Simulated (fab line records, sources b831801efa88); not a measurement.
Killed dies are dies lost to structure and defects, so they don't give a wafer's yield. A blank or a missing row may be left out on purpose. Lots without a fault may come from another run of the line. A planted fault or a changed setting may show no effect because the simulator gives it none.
fab line records | flow sky130
record lots=6 wafers=18 last_day=50
route steps=708 shown METAL5@665 PASSIVATION@681 PAD_OPEN@694
lots that met no fault: from a run of the same line without faults
start_h: hours from the record's first day to the start of the lot's first wafer shown | wait_h: hours since the lot's step before | " the same as in the row above | L1.1+2: a row that stands for several wafers | - no value, or no start given | * or withheld: withheld | < > ~ a bound
route shown NAME@n: a module of which the file shows steps, and the number in the route of the first | usual: mean/standard deviation of fault-free wafers | same: alike in all rows | chamber/n: place in a boat | sites: the reading at each site | _std_site: their standard deviation | _edge_site: outer sites' mean less inner sites' | radius_mm: how far each site lies from the wafer's centre | mask NAME#n: copy n | behind: the tool/chamber that last shaped the wafer | hold: why the lot was held/for how many hours/how that ended | device: the transistor (n, p or np) that didn't switch | end of line: the same wafers' tests at the end of the route | a step without rows: its recipe alone | killed: dies lost to structure and defects at the first sort, not the wafer's yield | map: a wafer's dies, x killed, . not, _ none there
set.NAME: the setting as run; set.NAME@STEP: as run at that earlier step | model.NAME: the simulator's own value behind a step, which no gauge read
lots at some steps of the route; a table a step, a row a wafer
services: from which hour (start_h, from the record's first day; less than 0 if before it) a tool's chamber was out of use, for how many hours, and why
## steps
# step SKY_METAL5_SPUTTER_04
# recipe material=TiN target_thk_nm=70 power_w=6500 time_s=58.3 chamber_pressure_pa=0.4
# usual throttle_valve_pct=30.2/0.79
# columns lot.wafer tool chamber start_h wait_h throttle_valve_pct
L859.2 pvd_sputter-04 - 1027.88 0.0 31.3
L859.4 " - " " 31.2
L859.5 " - " " 30.1
L863.2 pvd_sputter-01 - 1065.56 0.0 29.9
L863.3 " - " " 29.5
L863.6 " - " " 29.9
L865.3 pvd_sputter-02 - 1091.97 0.0 30.9
L865.5 " - " " 31.0
L865.6 " - " " 28.9
L872.1 pvd_sputter-04 - 1122.31 0.0 30.2
L872.2 " - " " 30.5
L872.6 " - " " 31.1
L873.1 pvd_sputter-01 - 1131.54 0.0 30.8
L873.4 " - " " 29.7
L873.6 " - " " 29.1
L875.1 pvd_sputter-01 - 1137.66 0.0 29.5
L875.2 " - " " 29.7
L875.5 " - " " 30.5
# step SKY_METAL5_RS_MEAS_05
# recipe thk_meas_gauge=four-point-probe reads=TiN_of_METAL5_SPUTTER_04+Ti_of_METAL5_SPUTTER_03+AlCu_of_METAL5_SPUTTER_02+TiN_of_METAL5_SPUTTER_01+Ti_of_METAL5_SPUTTER_00
# usual METAL5_ALCU_RS=0.0272/0.00031
# columns lot.wafer tool chamber start_h wait_h METAL5_ALCU_RS[ohm/sq]
L859.2 film_metro-04 - 1027.95 0.0 0.0274
L859.4 " - " " 0.0273
L859.5 " - " " 0.0271
L863.2 film_metro-04 - 1065.63 0.0 0.0274
L863.3 " - " " 0.0270
L863.6 " - " " 0.0274
L865.3 film_metro-01 - 1092.06 0.1 0.0266
L865.5 " - " " 0.0269
L865.6 " - " " 0.0269
L872.1 film_metro-02 - 1122.36 0.0 0.0274
L872.2 " - " " 0.0275
L872.6 " - " " 0.0272
L873.1 film_metro-01 - 1131.59 0.0 0.0271
L873.4 " - " " 0.0268
L873.6 " - " " 0.0269
L875.1 film_metro-04 - 1137.71 0.0 0.0272
L875.2 " - " " 0.0270
L875.5 " - " " 0.0271
# step SKY_METAL5_THK_MEAS_06
# recipe thk_meas_gauge=xrf reads=AlCu_of_METAL5_SPUTTER_02
# usual METAL5_ALCU_THK=1142/13
# columns lot.wafer tool chamber start_h wait_h METAL5_ALCU_THK[nm]
L859.2 film_metro-04 - 1028.06 0.1 1137
L859.4 " - " " 1133
L859.5 " - " " 1144
L863.2 film_metro-04 - 1065.74 0.1 1135
L863.3 " - " " 1147
L863.6 " - " " 1135
L865.3 film_metro-01 - 1092.16 0.1 1169
L865.5 " - " " 1158
L865.6 " - " " 1154
L872.1 film_metro-02 - 1122.48 0.1 1127
L872.2 " - " " 1121
L872.6 " - " " 1138
L873.1 film_metro-01 - 1131.71 0.1 1149
L873.4 " - " " 1155
L873.6 " - " " 1148
L875.1 film_metro-04 - 1137.83 0.1 1139
L875.2 " - " " 1143
L875.5 " - " " 1134
# step SKY_METAL5_DEHYDRATE_07
# recipe temp_c=200 time_s=60
# step SKY_METAL5_HMDS_08
# recipe prime_time_s=60 prime_temp_c=120
# step SKY_METAL5_COAT_09
# recipe resist=NOVOLAK spin_rpm=3000 resist_thk_nm=1800
# step SKY_METAL5_SOFTBAKE_10
# recipe temp_c=90 time_s=60 resist=NOVOLAK
# step SKY_METAL5_EXPOSE_11
# recipe mask_id=MM5 na=0.6 source_shape=conventional sigma_outer=0.6 polarization=unpolarized target_cd_nm=1600 dose_mj=190
# step SKY_METAL5_PEB_12
# recipe temp_c=withheld time_s=* resist=NOVOLAK
# step SKY_METAL5_DEVELOP_13
# recipe resist=NOVOLAK developer=TMAH develop_time_s=60 dev_temp_c=23
# step SKY_METAL5_DESCUM_14
# recipe chemistry=O2 source_power_w=150 bias_power_w=0 pressure_mtorr=10 temp_c=40 time_s=11
# step SKY_METAL5_METAL_ETCH_15
# recipe target_depth_a=12600 stop_on=SiO2 over_etch_frac=0.2 time_s=252 chemistry=Cl2/BCl3 resist_sidewall_deg=86 pressure_mtorr=10 icp_w=900 bias_w=48.5 Cl2_flow_sccm=60 bcl3_flow_sccm=30
# usual drypump_motor_current_A=5.7/0.31 he_backside_leak_sccm=3.32/0.28 mfc_cl2_sccm=60.03/0.17 oes_product_au=0.894/0.0048 throttle_valve_pct=22.264/0.011
# columns lot.wafer tool chamber start_h wait_h drypump_motor_current_A he_backside_leak_sccm mfc_cl2_sccm oes_product_au rf_hours_counter_h throttle_valve_pct
L859.2 rie_metal-02 0 1050.58 0.0 5.9 3.35 60.10 0.894 20 22.247
L859.4 " 1 " " 5.8 3.29 60.14 0.896 - 22.261
L859.5 " 0 " " 5.9 3.27 59.66 0.898 - 22.251
L863.2 rie_metal-03 0 1086.46 0.0 5.0 3.48 59.96 0.902 13 22.271
L863.3 " 0 " " 5.0 3.48 60.33 0.896 - 22.268
L863.6 " 0 " " 5.0 3.56 59.75 0.898 - 22.269
L865.3 rie_metal-04 1 1112.33 0.1 5.8 3.27 59.97 0.908 - 22.264
L865.5 " 1 " " 5.8 3.27 59.94 0.891 - 22.256
L865.6 " 0 " " 6.1 3.15 60.17 0.896 - 22.260
L872.1 rie_metal-03 1 1142.04 0.0 5.5 3.31 60.18 0.897 17 22.272
L872.2 " 0 " " 5.0 3.57 60.31 0.895 18 22.255
L872.6 " 1 " " 5.5 3.26 60.31 0.890 - 22.245
L873.1 rie_metal-02 0 1150.49 0.1 5.9 3.41 60.21 0.899 2 22.266
L873.4 " 0 " " 5.9 3.37 59.93 0.893 - 22.273
L873.6 " 0 " " 5.9 3.23 60.24 0.896 - 22.259
L875.1 rie_metal-03 0 1157.21 0.0 5.0 3.55 59.87 0.899 19 22.249
L875.2 " 1 " " 5.5 3.52 59.87 0.893 18 22.273
L875.5 " 0 " " 5.0 3.71 59.69 0.896 - 22.266
# step SKY_METAL5_STRIP_16
# recipe chemistry=O2/N2 power_w=1400 pressure_mtorr=1500 platen_temp_c=withheld o2_flow_sccm=3000 n2_flow_sccm=300 overash_fraction=0.5
# usual drypump_motor_current_A=5.6/0.43 n2_flow_sccm=300.2/0.9 oes_product_au=0.710/0.0048 strip_time_to_endpoint_s=13.03/0.12
# columns lot.wafer tool chamber start_h wait_h drypump_motor_current_A n2_flow_sccm oes_product_au rf_hours_counter_h strip_time_to_endpoint_s
L859.2 plasma_asher-04 0 1050.82 0.2 5.8 301.5 0.710 30 12.93
L859.4 " 0 " " 5.8 300.2 0.716 - 12.98
L859.5 " 1 " " 5.2 298.6 0.710 - 12.84
L863.2 plasma_asher-03 1 1086.69 0.2 6.3 302.1 0.709 64 12.77
L863.3 " 1 " " 6.2 299.8 0.705 - 12.81
L863.6 " 1 " " 6.2 300.0 0.721 - 12.82
L865.3 plasma_asher-03 0 1112.52 0.1 5.2 299.9 0.705 - 12.95
L865.5 " 0 " " 5.3 300.0 0.710 - 12.97
L865.6 " 1 " " 6.2 302.0 0.711 - 12.99
L872.1 plasma_asher-01 0 1142.28 0.2 4.9 299.9 0.713 104 13.14
L872.2 " 1 " " 5.7 298.6 0.703 104 12.99
L872.6 " 0 " " 4.9 300.5 0.709 - 13.26
L873.1 plasma_asher-04 0 1150.96 0.4 5.8 299.5 0.698 40 13.15
L873.4 " 0 " " 5.8 300.2 0.714 - 13.22
L873.6 " 1 " " 5.2 300.7 0.711 - 13.19
L875.1 plasma_asher-04 0 1157.44 0.2 5.7 299.8 0.711 41 12.95
L875.2 " 1 " " 5.2 301.0 0.706 41 13.30
L875.5 " 1 " " 5.2 299.7 0.712 - 12.98
# step SKY_METAL5_STRIP_17
# recipe chemistry=post_etch_residue_remover time_s=1200 temp_c=72.5
# step SKY_METAL5_CLEAN_18
# recipe chemistry=IPA time_s=180 temp_c=25
# step SKY_METAL5_CLEAN_19
# recipe chemistry=O3/DIW dry=n2_spin
# step SKY_PASSIVATION_CVD_00
# recipe material=SiO2 target_thk_nm=90 temp_c=400 time_s=withheld rf_w=600
# step SKY_PASSIVATION_THK_MEAS_01
# recipe reads=SiO2_of_PASSIVATION_CVD_00
# usual PASSIVATION_CVD_00_THK=90.0/1.2
# columns lot.wafer tool chamber start_h wait_h PASSIVATION_CVD_00_THK[nm]
L859.2 film_metro-02 - 1051.53 - 91.2
L859.4 " - " " 91.3
L859.5 " - " " 91.9
L863.2 film_metro-03 - 1087.35 - 89.7
L863.3 " - " " 88.8
L863.6 " - " " 90.2
L865.3 film_metro-02 - 1113.13 - 89.5
L865.5 " - " " 89.8
L865.6 " - " " 89.5
L872.1 film_metro-02 - 1142.93 - 89.3
L872.2 " - " " 89.4
L872.6 " - " " 92.1
L873.1 film_metro-03 - 1151.58 - 89.4
L873.4 " - " " 91.5
L873.6 " - " " 91.3
L875.1 film_metro-03 - 1158.05 - 89.2
L875.2 " - " " 88.8
L875.5 " - " " 90.2
# step SKY_PASSIVATION_CVD_02
# recipe material=Si3N4 target_thk_nm=540 temp_c=400 time_s=withheld rf_w=450
# step SKY_PASSIVATION_THK_MEAS_03
# recipe reads=Si3N4_of_PASSIVATION_CVD_02
# usual PASSIVATION_CVD_02_THK=538/6.5
# columns lot.wafer tool chamber start_h wait_h PASSIVATION_CVD_02_THK[nm]
L859.2 film_metro-03 - 1051.81 - 542
L859.4 " - " " 549
L859.5 " - " " 544
L863.2 film_metro-03 - 1087.64 - 534
L863.3 " - " " 534
L863.6 " - " " 547
L865.3 film_metro-02 - 1113.42 - 538
L865.5 " - " " 534
L865.6 " - " " 547
L872.1 film_metro-01 - 1143.22 - 535
L872.2 " - " " 535
L872.6 " - " " 538
L873.1 film_metro-02 - 1151.86 - 534
L873.4 " - " " 538
L873.6 " - " " 539
L875.1 film_metro-03 - 1158.34 - 533
L875.2 " - " " 535
L875.5 " - " " 540
# step SKY_PASSIVATION_DEHYDRATE_04
# recipe temp_c=200 time_s=60
# step SKY_PASSIVATION_HMDS_05
# recipe prime_time_s=60 prime_temp_c=120
# step SKY_PASSIVATION_COAT_06
# recipe spin_rpm=2000 resist_thk_nm=3000
# step SKY_PASSIVATION_SOFTBAKE_07
# recipe temp_c=110 time_s=withheld
# step SKY_PASSIVATION_EXPOSE_08
# recipe mask_id=NSM target_cd_nm=3000 na=0.57 dose_mj=260
# step SKY_PASSIVATION_PEB_09
# recipe temp_c=115 time_s=withheld
# step SKY_PASSIVATION_DEVELOP_10
# recipe develop_time_s=60 dev_temp_c=23
# step SKY_PASSIVATION_ETCH_11
# recipe chemistry=CF4/O2 target_depth_nm=725 stop_on=AlCu source_w=800 bias_w=150 pressure_mtorr=150 cf4_flow_sccm=80 O2_flow_sccm=10 time_s=161.1
# usual drypump_motor_current_A=5.8/0.4 oes_product_au=0.975/0.0061 throttle_valve_pct=5.964/0.01
# columns lot.wafer tool chamber start_h wait_h drypump_motor_current_A oes_product_au rf_hours_counter_h throttle_valve_pct
L859.2 rie_diel-04 3 1073.63 - 5.7 0.974 15 5.958
L859.4 " 0 " " 6.4 0.979 2 5.978
L859.5 " 1 " " 5.6 0.979 - 5.965
L863.2 rie_diel-04 3 1107.73 - 5.6 0.983 17 5.964
L863.3 " 2 " " 5.3 0.981 15 5.967
L863.6 " 3 " " 5.6 0.982 - 5.970
L865.3 rie_diel-01 1 1133.52 - 6.3 0.979 13 5.972
L865.5 " 3 " " 6.2 0.977 - 5.979
L865.6 " 2 " " 5.8 0.972 - 5.941
L872.1 rie_diel-01 2 1162.11 - 5.8 0.974 22 5.960
L872.2 " 0 " " 5.4 0.971 20 5.970
L872.6 " 2 " " 5.8 0.975 - 5.969
L873.1 rie_diel-01 2 1170.57 - 5.8 0.971 22 5.962
L873.4 " 1 " " 6.3 0.971 15 5.966
L873.6 " 1 " " 6.3 0.975 - 5.962
L875.1 rie_diel-03 1 1176.13 - 5.1 0.971 26 5.966
L875.2 " 3 " " 5.8 0.978 20 5.957
L875.5 " 3 " " 5.8 0.979 - 5.975
# step SKY_PASSIVATION_STRIP_12
# recipe chemistry=O2/N2 power_w=1400 pressure_mtorr=1500 platen_temp_c=withheld overash_fraction=0.7 o2_flow_sccm=3000 n2_flow_sccm=300
# step SKY_PAD_OPEN_DEHYDRATE_00
# recipe temp_c=200 time_s=60.85
# step SKY_PAD_OPEN_HMDS_01
# recipe prime_time_s=60 prime_temp_c=120
# step SKY_PAD_OPEN_COAT_02
# recipe spin_rpm=2000 resist_thk_nm=3000
# step SKY_PAD_OPEN_SOFTBAKE_03
# recipe temp_c=110 time_s=withheld
# step SKY_PAD_OPEN_EXPOSE_04
# recipe mask_id=PDM target_cd_nm=60000 na=0.57 dose_mj=260
# step SKY_PAD_OPEN_PEB_05
# recipe temp_c=115 time_s=withheld
# step SKY_PAD_OPEN_DEVELOP_06
# recipe develop_time_s=60 dev_temp_c=22.59
# step SKY_PAD_OPEN_ETCH_07
# recipe chemistry=CF4/O2 target_depth_nm=725 stop_on=AlCu source_w=800 bias_w=150 pressure_mtorr=150 cf4_flow_sccm=80 O2_flow_sccm=10 time_s=161.1
# usual drypump_motor_current_A=5.8/0.41 oes_product_au=0.976/0.0065 throttle_valve_pct=5.964/0.0093
# columns lot.wafer tool chamber start_h wait_h drypump_motor_current_A oes_product_au rf_hours_counter_h throttle_valve_pct
L859.2 rie_diel-03 3 1094.55 - 5.9 0.973 17 5.970
L859.4 " 2 " " 5.8 0.983 14 5.957
L859.5 " 3 " " 5.8 0.980 - 5.961
L863.2 rie_diel-03 3 1127.16 - 5.8 0.966 18 5.960
L863.3 " 2 " " 5.7 0.977 15 5.961
L863.6 " 3 " " 5.8 0.984 - 5.975
L865.3 rie_diel-03 0 1152.33 - 5.2 0.971 19 5.962
L865.5 " 1 " " 5.1 0.966 - 5.969
L865.6 " 0 " " 5.2 0.985 - 5.969
L872.1 rie_diel-01 1 1180.31 - 6.3 0.981 15 5.966
L872.2 " 3 " " 6.2 0.977 14 5.948
L872.6 " 1 " " 6.3 0.982 - 5.966
L873.1 rie_diel-02 2 1187.90 - 6.1 0.976 20 5.967
L873.4 " 1 " " 6.2 0.981 21 5.971
L873.6 " 1 " " 6.2 0.972 - 5.960
L875.1 rie_diel-02 2 1192.86 - 6.1 0.969 20 5.954
L875.2 " 1 " " 6.2 0.975 21 5.969
L875.5 " 3 " " 6.2 0.974 - 5.949
# step SKY_PAD_OPEN_STRIP_08
# recipe chemistry=O2/N2 power_w=1400 pressure_mtorr=1500 platen_temp_c=withheld overash_fraction=0.7 o2_flow_sccm=3000 n2_flow_sccm=300
# usual drypump_motor_current_A=5.5/0.39 n2_flow_sccm=299.9/0.88 oes_product_au=0.663/0.0042 strip_time_to_endpoint_s=37.06/0.12
# columns lot.wafer tool chamber start_h wait_h drypump_motor_current_A n2_flow_sccm oes_product_au rf_hours_counter_h strip_time_to_endpoint_s
L859.2 plasma_asher-04 0 1094.65 0.1 5.7 299.5 0.666 35 36.92
L859.4 " 0 " " 5.8 298.4 0.659 - 36.83
L859.5 " 0 " " 5.8 299.2 0.666 - 36.80
L863.2 plasma_asher-02 1 1127.27 0.1 5.1 299.9 0.665 6 37.21
L863.3 " 0 " " 6.1 299.5 0.659 - 37.19
L863.6 " 1 " " 5.2 300.2 0.667 - 37.18
L865.3 plasma_asher-01 1 1152.47 0.1 5.7 298.9 0.665 - 36.99
L865.5 " 1 " " 5.7 299.7 0.652 - 37.04
L865.6 " 0 " " 4.9 300.1 0.661 - 36.94
L872.1 plasma_asher-02 0 1180.42 0.1 6.1 300.1 0.662 11 37.10
L872.2 " 1 " " 5.2 299.7 0.671 11 37.06
L872.6 " 1 " " 5.2 300.7 0.663 - 36.97
L873.1 plasma_asher-04 1 1188.00 0.1 5.2 300.2 0.656 44 37.24
L873.4 " 1 " " 5.2 300.5 0.667 - 37.22
L873.6 " 1 " " 5.2 300.6 0.652 - 37.07
L875.1 plasma_asher-04 1 1192.97 0.1 5.2 301.0 0.667 44 36.94
L875.2 " 0 " " 5.7 299.4 0.665 44 37.01
L875.5 " 1 " " 5.2 299.6 0.665 - 36.94
# step SKY_PAD_OPEN_STRIP_09
# recipe chemistry=post_etch_residue_remover time_s=1200 temp_c=72.5
# step SKY_PAD_OPEN_CLEAN_10
# recipe chemistry=IPA time_s=180 temp_c=25
# step SKY_PAD_OPEN_CLEAN_11
# recipe chemistry=O3/DIW dry=n2_spin
# step SKY_PAD_OPEN_ANNEAL_12
# recipe temp_c=400 time_s=withheld ambient=N2/H2 idle_temp_c=300 ramp_up_c_per_min=8 ramp_down_c_per_min=4
# step SKY_PAD_OPEN_PROBE_99
# usual defect_limited_yield=82.1/1.8 killed_at_M0_to_M3=44/6.2 killed_at_M4_up=3.3/1.8 killed_at_contacts=25/5.8 killed_at_front_end=15/4 killed_at_other=0.3/0.49 killed_dies=88/8.8 killed_open=48/6.5 killed_short=39/6.3 sort_bin_3_pad_short=0.9/0.41 sort_bin_5_function=10.6/1.4 sort_bin_6_memory=6.4/1.1 sort_n_pass=404/8.8 sort_yield_pct=82.1/1.8
# same gross_dies=492 killed_at_back_side=0 sort_bin_4_leakage[%]=0 sort_bin_8_speed[%]=0
# columns lot.wafer tool chamber start_h wait_h defect_limited_yield[%] killed_at_M0_to_M3 killed_at_M4_up killed_at_contacts killed_at_front_end killed_at_other killed_dies killed_open killed_short sort_bin_3_pad_short[%] sort_bin_5_function[%] sort_bin_6_memory[%] sort_n_pass sort_yield_pct[%] model.etest.tester.sort_n_pass model.etest.tester.sort_yield_pct model.etest.tester.sort_bin_5_pct model.etest.tester.sort_bin_3_pct
L859.2 prober-01 - 1096.95 0.1 82.1 50 3 19 16 0 88 41 47 1.4 8.9 7.5 404 82.1 404 82.11 8.943 1.423
L859.4 prober-01 - 1097.05 0.2 87.4 28 4 18 10 2 62 40 22 0.4 8.5 3.7 430 87.4 430 87.4 8.537 0.4065
L859.5 prober-01 - 1097.10 0.2 82.7 45 5 24 11 0 85 46 39 0.2 11.4 5.7 407 82.7 407 82.72 11.38 0.2033
L863.2 prober-01 - 1129.53 0.1 81.5 53 3 24 10 1 91 57 33 1.0 11.6 5.9 401 81.5 401 81.5 11.59 1.016
L863.3 prober-01 - 1129.58 0.2 82.7 43 1 29 12 0 85 43 42 0.4 10.0 6.9 407 82.7 407 82.72 9.959 0.4065
L863.6 prober-01 - 1129.73 0.2 81.3 56 3 21 11 1 92 47 44 0.6 11.8 6.3 400 81.3 400 81.3 11.79 0.6098
L865.3 prober-02 - 1154.75 0.2 81.3 44 5 22 21 0 92 50 42 1.0 11.4 6.3 400 81.3 400 81.3 11.38 1.016
L865.5 prober-02 - 1154.85 0.2 83.1 36 3 28 15 1 83 49 34 0.6 11.4 4.9 409 83.1 409 83.13 11.38 0.6098
L865.6 prober-02 - 1154.90 0.2 79.3 42 6 40 14 0 102 63 39 0.8 11.2 8.7 390 79.3 390 79.27 11.18 0.813
L872.1 prober-02 - 1182.67 0.1 82.3 49 2 24 11 1 87 48 39 0.2 11.8 5.7 405 82.3 405 82.32 11.79 0.2033
L872.2 prober-02 - 1182.72 0.1 80.1 46 5 23 23 1 98 60 35 1.8 12.0 6.1 394 80.1 394 80.08 11.99 1.829
L872.6 prober-02 - 1182.92 0.2 83.3 43 3 26 10 0 82 42 39 0.2 9.6 6.9 410 83.3 410 83.33 9.553 0.2033
L873.1 prober-01 - 1190.25 0.1 76.2 42 39 19 17 0 117 42 36 2.8 16.1 4.9 375 76.2 375 76.22 16.06 2.846
L873.4 prober-01 - 1190.40 0.2 75.2 54 43 16 9 0 122 45 37 1.6 16.1 7.1 370 75.2 370 75.2 16.06 1.626
L873.6 prober-01 - 1190.50 0.2 80.5 58 2 25 11 0 96 58 38 0.8 12.6 6.1 396 80.5 396 80.49 12.6 0.813
L875.1 prober-01 - 1195.18 0.1 72.2 37 54 31 15 0 137 48 38 1.4 17.3 9.1 355 72.2 355 72.15 17.28 1.423
L875.2 prober-01 - 1195.23 0.1 85.2 50 2 11 10 0 73 35 38 1.4 7.1 6.3 419 85.2 419 85.16 7.114 1.423
L875.5 prober-01 - 1195.38 0.2 84.3 38 2 26 11 0 77 42 35 1.2 8.3 6.1 415 84.3 415 84.35 8.333 1.22
# killed by level:class
L859.2 VIA2:geometric_particle:open=10 METAL2:geometric_particle:short=9 CONTACT:geometric_particle:open=7 VIA1:geometric_particle:short=7 FIELD_ISO:geometric_particle:short=6 LI_CONTACT:geometric_particle:open=6 METAL1:geometric_particle:short=6 POLY_GATE:geometric_particle:short=4
L859.4 CONTACT:geometric_particle:open=7 VIA1:geometric_particle:open=7 VIA3:geometric_particle:open=6 LI_CONTACT:geometric_particle:open=6 VIA2:geometric_particle:open=4 METAL4:geometric_particle:short=3 SONOS_ONO:geometric_particle:open=2 POLY_GATE:geometric_particle:short=2
L859.5 VIA2:geometric_particle:open=14 LI_CONTACT:geometric_particle:open=7 CONTACT:geometric_particle:short=7 METAL2:geometric_particle:short=7 VIA1:geometric_particle:open=5 CONTACT:geometric_particle:open=4 METAL4:geometric_particle:short=4 POLY_GATE:geometric_particle:open=3
L863.2 VIA1:geometric_particle:open=14 METAL1:geometric_particle:short=10 VIA3:geometric_particle:open=10 VIA2:geometric_particle:open=9 CONTACT:geometric_particle:open=8 LI_CONTACT:geometric_particle:open=7 FIELD_ISO:geometric_particle:short=4 FIELD_ISO:geometric_particle:open=3
L863.3 VIA1:geometric_particle:open=14 CONTACT:geometric_particle:open=9 CONTACT:geometric_particle:short=8 METAL1:geometric_particle:short=7 LI_CONTACT:geometric_particle:open=6 VIA1:geometric_particle:short=5 POLY_GATE:geometric_particle:open=4 LOCAL_INTERCONNECT:geometric_particle:short=4
L863.6 VIA1:geometric_particle:short=9 CONTACT:geometric_particle:open=9 VIA2:geometric_particle:open=9 METAL1:geometric_particle:short=8 LI_CONTACT:geometric_particle:open=7 VIA1:geometric_particle:open=7 VIA3:geometric_particle:open=7 METAL2:geometric_particle:short=6
L865.3 VIA1:geometric_particle:open=12 CONTACT:geometric_particle:short=8 VIA3:geometric_particle:open=7 POLY_GATE:geometric_particle:open=6 LI_CONTACT:geometric_particle:open=6 FIELD_ISO:geometric_particle:short=5 VIA1:geometric_particle:short=5 VIA2:geometric_particle:open=5
L865.5 CONTACT:geometric_particle:open=13 VIA1:geometric_particle:open=11 CONTACT:geometric_particle:short=6 VIA3:geometric_particle:open=6 LI_CONTACT:geometric_particle:open=5 POLY_GATE:geometric_particle:short=4 VIA2:geometric_particle:open=4 FIELD_ISO:geometric_particle:open=3
L865.6 CONTACT:geometric_particle:open=17 VIA1:geometric_particle:open=11 LI_CONTACT:geometric_particle:open=10 VIA2:geometric_particle:open=7 LI_CONTACT:geometric_particle:short=6 METAL1:geometric_particle:short=5 METAL2:geometric_particle:short=5 LOCAL_INTERCONNECT:geometric_particle:short=4
L872.1 VIA1:geometric_particle:open=16 CONTACT:geometric_particle:open=9 VIA2:geometric_particle:open=7 METAL1:geometric_particle:short=7 METAL2:geometric_particle:short=6 CONTACT:geometric_particle:short=5 LOCAL_INTERCONNECT:geometric_particle:short=5 POLY_GATE:geometric_particle:short=4
L872.2 VIA2:geometric_particle:open=10 VIA3:geometric_particle:open=10 CONTACT:geometric_particle:open=9 FIELD_ISO:geometric_particle:open=7 POLY_GATE:geometric_particle:open=7 METAL2:geometric_particle:short=6 LI_CONTACT:geometric_particle:open=6 VIA1:geometric_particle:open=6
L872.6 LI_CONTACT:geometric_particle:open=10 VIA3:geometric_particle:open=9 CONTACT:geometric_particle:open=7 CONTACT:geometric_particle:short=6 VIA2:geometric_particle:short=5 VIA1:geometric_particle:short=5 METAL1:geometric_particle:short=4 VIA1:geometric_particle:open=4
L873.1 METAL5:unspecified=39 VIA1:geometric_particle:open=10 CONTACT:geometric_particle:open=9 METAL1:geometric_particle:short=9 FIELD_ISO:geometric_particle:short=6 FIELD_ISO:geometric_particle:open=5 VIA3:geometric_particle:short=5 POLY_GATE:geometric_particle:open=4
L873.4 METAL5:unspecified=40 VIA1:geometric_particle:open=14 VIA3:geometric_particle:open=9 METAL1:geometric_particle:short=7 CONTACT:geometric_particle:open=5 VIA2:geometric_particle:open=5 LI_CONTACT:geometric_particle:short=4 VIA1:geometric_particle:short=4
L873.6 VIA1:geometric_particle:open=18 CONTACT:geometric_particle:open=9 LI_CONTACT:geometric_particle:open=8 METAL1:geometric_particle:short=8 VIA3:geometric_particle:open=8 VIA1:geometric_particle:short=6 VIA2:geometric_particle:short=5 VIA2:geometric_particle:open=4
L875.1 METAL5:unspecified=51 CONTACT:geometric_particle:open=11 LI_CONTACT:geometric_particle:open=10 VIA1:geometric_particle:open=8 METAL1:geometric_particle:short=6 METAL2:geometric_particle:short=5 VIA3:geometric_particle:short=5 FIELD_ISO:geometric_particle:open=4
L875.2 VIA2:geometric_particle:open=9 VIA1:geometric_particle:open=8 METAL1:geometric_particle:short=7 VIA3:geometric_particle:open=7 METAL2:geometric_particle:short=7 CONTACT:geometric_particle:open=5 LOCAL_INTERCONNECT:geometric_particle:short=4 VIA2:geometric_particle:short=4
L875.5 LI_CONTACT:geometric_particle:open=8 CONTACT:geometric_particle:open=7 METAL2:geometric_particle:short=6 VIA3:geometric_particle:open=6 METAL1:geometric_particle:short=6 VIA1:geometric_particle:short=6 VIA1:geometric_particle:open=6 LOCAL_INTERCONNECT:geometric_particle:short=4
# map L873.4 (x killed, . not)
__________..x...x..._________
________...x....x....x_______
______............x....._____
_____..x...x.x........xx.____
____.........xxxxxx..x.x..___
___.x.....x.xxxxxxxx.......__
__..x.x...x.xxxxxxxx........_
_.xx........xxxxxxxx.x......x
_.....x......xxxxx.xxx...x...
_....x.x...xxxxxx.x.....x....
_........x....xxxxxxx........
_.........xx.....x.....x...x.
_.x.x.x..x.......x.......x...
_...xxx......x...x...........
_x....xx...x.................
__x.x........x.x.....x......_
___................x.x..x..__
____xxx......x............___
_____..............x.....____
______.x.x.....xx..xxx.._____
________.......x......_______
__________x........._________
# map L875.1 (x killed, . not)
__________.x.x....x._________
________.......x.x..x._______
______xx.xx............._____
_____.x.........x..x.x.x.____
____...x..xx.xxxxxx.....x.___
___..x.x..x.xxxxxxxxxxxx...__
__........x.xxxxxxxx..x.x..._
_..x.......xxxxxxxxxxx.xx..x.
_.x...x...x.xxxxxxxx.........
_......x....x.x.xxxx.xx....xx
_........x.....xx.x...x.x..x.
_........x..............x...x
_.x..x.xx.....x.x..x....x....
_.x....xx..x......x.x.x......
_..xx..x.....x..........x.x..
__..............x...x.x...x._
___.............x.......xx.__
____x............x........___
_____..x.x.........x.....____
______.........x.x.x..xx_____
________........x....._______
__________.........._________
## services
# columns tool chamber start_h hours kind
rie_diel-04 2 1004.03 2.5 repair
plasma_asher-02 - 1005.96 0.9 repair
rie_diel-02 2 1007.17 10.1 repair
rie_diel-04 1 1012.61 4.4 repair
rie_diel-02 1 1012.88 3.3 repair
plasma_asher-04 - 1019.44 3.3 repair
rie_diel-01 2 1020.25 3.8 repair
rie_diel-01 - 1026.76 0.1 repair
plasma_asher-03 - 1034.44 1.6 repair
rie_metal-03 0 1039.05 4.6 repair
rie_diel-04 2 1046.80 6.5 repair
plasma_asher-02 - 1055.25 9.0 pm
rie_diel-03 0 1064.96 16.3 repair
rie_diel-01 3 1082.75 11.8 repair
rie_diel-03 3 1084.10 5.6 repair
rie_diel-02 1 1090.37 2.0 repair
rie_diel-04 - 1102.79 0.8 repair
rie_diel-03 3 1114.40 9.1 repair
plasma_asher-01 - 1136.22 1.1 repair
rie_diel-01 2 1149.79 2.3 repair
rie_diel-02 - 1155.14 28.1 pm
rie_diel-01 0 1175.52 14.9 repair
rie_diel-04 1 1185.22 4.8 repair
plasma_asher-02 - 1185.59 2.8 pm
## key
first_sign step=SKY_PAD_OPEN_PROBE_99 reading=killed_at_M4_up direction=up sigmas=23 usual=3.3 struck=45.3
effect step=SKY_PAD_OPEN_PROBE_99 reading=defect_limited_yield direction=down sigmas=4.3 usual=82.1 struck=74.5
model_effect step=SKY_PAD_OPEN_PROBE_99 value=etest.tester.sort_n_pass without=404.7 struck=366.7
met_at SKY_METAL5_STRIP_16
struck_wafers L873.1,L873.4,L875.1
onset_between 1050.82 1150.96
fault kind=chamber_particle_source tool=plasma_asher-04 chamber=0 onset_h=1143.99 steps=SKY_METAL5_STRIP_16 rate_per_visit_cm2=0.51574 end_h=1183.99
